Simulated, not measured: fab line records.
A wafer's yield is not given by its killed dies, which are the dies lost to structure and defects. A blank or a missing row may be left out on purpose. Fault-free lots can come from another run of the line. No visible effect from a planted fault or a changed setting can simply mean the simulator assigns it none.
Split-lot study + flow sfq-line + 5 lots, 27 wafers read, on a route of 325 steps

THE SPLIT ITSELF
At SFQ_TRILAYER_INCOMING_OXIDATION_002 (target thk 500 nm, ox time 4939 s), the setting ox-time-s was moved away from the recipe's 4939 s on 24 of the 27 wafers read, by -36.2% to -17.2%. This setting was run at the recipe's value on the other wafers.

Reading taken at the split's own step.

THE READING
SiO2_of_TRILAYER_INCOMING_OXIDATION_002.thk-nm (the simulator's own value, which no gauge read), in nm, at SFQ_TRILAYER_INCOMING_OXIDATION_002 (target thk 500 nm, ox time 4939 s). No usual value for it is given in the file. Here, 3 wafers ran the recipe; their average is 518.4 nm with a standard deviation of 3 nm.

| wafer  | tool, chamber at the split | ox-time-s as run, s | against the recipe | SiO2_of_TRILAYER_INCOMING_OXIDATION_002.thk-nm, nm | against lot-mates on the recipe |
|--------|----------------------------|---------------------|--------------------|----------------------------------------------------|---------------------------------|
| L074.1 | -, -                       | 3150                | -36.2%             | 373                                                | no lot-mate on the recipe       |
| L074.2 | -, -                       | 3150                | -36.2%             | 373.2                                              | no lot-mate on the recipe       |
| L074.3 | -, -                       | 3150                | -36.2%             | 375.6                                              | no lot-mate on the recipe       |
| L074.4 | -, -                       | 3150                | -36.2%             | 374.3                                              | no lot-mate on the recipe       |
| L074.5 | -, -                       | 3150                | -36.2%             | 373.1                                              | no lot-mate on the recipe       |
| L074.6 | -, -                       | 3150                | -36.2%             | 373.6                                              | no lot-mate on the recipe       |
| L076.1 | furnace-02, 0              | 4939                | recipe             | 522.6                                              | -                               |
| L076.2 | furnace-02, 0              | 4939                | recipe             | 515.8                                              | -                               |
| L076.5 | furnace-02, 0              | 4939                | recipe             | 516.8                                              | -                               |
| L078.1 | -, -                       | 3912                | -20.8%             | 429.1                                              | no lot-mate on the recipe       |
| L078.2 | -, -                       | 3912                | -20.8%             | 428.8                                              | no lot-mate on the recipe       |
| L078.3 | -, -                       | 3912                | -20.8%             | 424.9                                              | no lot-mate on the recipe       |
| L078.4 | -, -                       | 3912                | -20.8%             | 431.5                                              | no lot-mate on the recipe       |
| L078.5 | -, -                       | 3912                | -20.8%             | 420.7                                              | no lot-mate on the recipe       |
| L078.6 | -, -                       | 3912                | -20.8%             | 428                                                | no lot-mate on the recipe       |
| L083.1 | -, -                       | 3876                | -21.5%             | 423.1                                              | no lot-mate on the recipe       |
| L083.2 | -, -                       | 3876                | -21.5%             | 423.7                                              | no lot-mate on the recipe       |
| L083.3 | -, -                       | 3876                | -21.5%             | 417.9                                              | no lot-mate on the recipe       |
| L083.4 | -, -                       | 3876                | -21.5%             | 418.6                                              | no lot-mate on the recipe       |
| L083.5 | -, -                       | 3876                | -21.5%             | 419                                                | no lot-mate on the recipe       |
| L083.6 | -, -                       | 3876                | -21.5%             | 430                                                | no lot-mate on the recipe       |
| L084.1 | -, -                       | 4091                | -17.2%             | 452.3                                              | no lot-mate on the recipe       |
| L084.2 | -, -                       | 4091                | -17.2%             | 446.7                                              | no lot-mate on the recipe       |
| L084.3 | -, -                       | 4091                | -17.2%             | 442.5                                              | no lot-mate on the recipe       |
| L084.4 | -, -                       | 4091                | -17.2%             | 443.6                                              | no lot-mate on the recipe       |
| L084.5 | -, -                       | 4091                | -17.2%             | 444.6                                              | no lot-mate on the recipe       |
| L084.6 | -, -                       | 4091                | -17.2%             | 442.6                                              | no lot-mate on the recipe       |

THE FIT
A straight line over all 27 wafers: SiO2_of_TRILAYER_INCOMING_OXIDATION_002.thk-nm changes by +3.95 nm for each +1% of ox-time-s; r = +0.99; the points scatter about the line by 5.4 nm.
Too few moved wafers with a lot-mate on the recipe to fit a line net of each lot's own level.

FILE'S OWN FIT
SiO2_of_TRILAYER_INCOMING_OXIDATION_002.thk-nm changes by +3.95 nm for each +1% of ox-time-s, r = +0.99.
